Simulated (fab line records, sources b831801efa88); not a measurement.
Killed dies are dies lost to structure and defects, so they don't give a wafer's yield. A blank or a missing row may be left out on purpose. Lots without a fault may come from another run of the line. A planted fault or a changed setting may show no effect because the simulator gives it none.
Problem report in the 8D (eight disciplines) form, filled by code | flow sky130 | the parts of the form that need people (team, actions taken, sign-off) are left out

1. THE PROBLEM
killed_at_other at SKY_PAD_OPEN_PROBE_99 reads a mean of 59.8 on 6 wafers of 2 lots; wafers without a fault read 0.3 with a standard deviation of 0.5. That is +99 or more standard deviations from the usual mean.
First seen on wafer L194.3, day 47 16:09, on prober-01. The record holds 39 wafers of 13 lots with a number at this step. Rule for "out", or "out of limits": more than 4 standard deviations from the usual mean. The other wafers with a number count as sound.

2. WHAT IT IS AND WHAT IT IS NOT
question                    | is                                                              | is not
which readings at this step | killed_at_other, killed_dies, sort_bin_3_pad_short, sort_n_pass | killed_at_M0_to_M3, killed_at_M4_up, killed_at_contacts, killed_open, sort_bin_6_memory
which lots                  | L194, L195                                                      | L190, L191, L192, L193, L197, L202, L204, L206, L207, L208, L210
which wafers of those lots  | all that have a number                                          | -
read on which tools         | prober-01                                                       | prober-02
when                        | from day 47 16:09                                               | up to then (12 sound wafers); but 21 sound wafers of L197, L202, L204, L206, L207, L208, L210 came after

3. SUSPECTS, AND WHAT RULES EACH OUT
Counting: a tool at a process step up to the reading stays a suspect if it ran every lot that is out and no sound lot after the first of them.
- wet_bench-04 at SKY_CAPM_STRIP_15 (strips in post etch residue remover, time 1229 s): ruled out as a lasting fault. Sound lots L207, L208 ran on it after its first lot that is out, L194 (day 39 22:17).
- cmp-02 at SKY_VIA4_CMP_21 (polishes, stops on SiO2, t overpolish 25 s, target thk 0 nm): ruled out as a lasting fault. Sound lots L208 ran on it after its first lot that is out, L194 (day 44 23:13).
- pvd_sputter-02 at SKY_METAL5_SPUTTER_01 (material TiN, target thk 20 nm, time 16.7 s): ruled out as a lasting fault. Sound lots L197, L207 ran on it after its first lot that is out, L194 (day 44 23:23).
- prober-01 at SKY_PAD_OPEN_PROBE_99: ruled out as a lasting fault. Sound lots L202, L204, L207 ran on it after its first lot that is out, L194 (day 47 16:09).
Left after counting: nothing in the record.

4. THE CAUSE (what the simulator had put in)
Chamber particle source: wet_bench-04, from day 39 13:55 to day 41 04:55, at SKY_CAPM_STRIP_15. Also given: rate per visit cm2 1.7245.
Counting ruled it out, wrongly: the rule takes a fault to strike every lot that its tool runs from its start on, and this one did not.

5. THE CHAIN OF EFFECTS, in route order
Each row: a reading whose mean over the struck wafers that have a number lies more than 3 standard deviations from the usual. Only readings for which the record gives a usual standard deviation are gone through. hours: the time from each lot's start at the first step in this table that gives one to its start at this step, as a median over the lots. sigmas: the change in usual standard deviations.
hours | step                  | reading              | usual  | on struck wafers | change | sigmas
0     | SKY_PAD_OPEN_PROBE_99 | defect_limited_yield | 82.4 % | 72.7             | -9.7   | -4.9
0     | SKY_PAD_OPEN_PROBE_99 | killed_at_other      | 0.3    | 59.8             | +59.5  | +99 or more
0     | SKY_PAD_OPEN_PROBE_99 | killed_dies          | 87     | 134              | +47    | +4.9
0     | SKY_PAD_OPEN_PROBE_99 | sort_bin_3_pad_short | 0.9 %  | 4.6              | +3.7   | +9.9
0     | SKY_PAD_OPEN_PROBE_99 | sort_bin_5_function  | 10.4 % | 16.3             | +5.9   | +4.2
0     | SKY_PAD_OPEN_PROBE_99 | sort_n_pass          | 405    | 358              | -47    | -4.9
0     | SKY_PAD_OPEN_PROBE_99 | sort_yield_pct       | 82.4 % | 72.7             | -9.7   | -4.9
The process steps in it:
- SKY_PAD_OPEN_PROBE_99

6. WHAT WOULD HAVE CAUGHT IT SOONER
In this record the first reading out of limits was taken at day 47 16:09, 194 hours after the fault began at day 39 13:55.
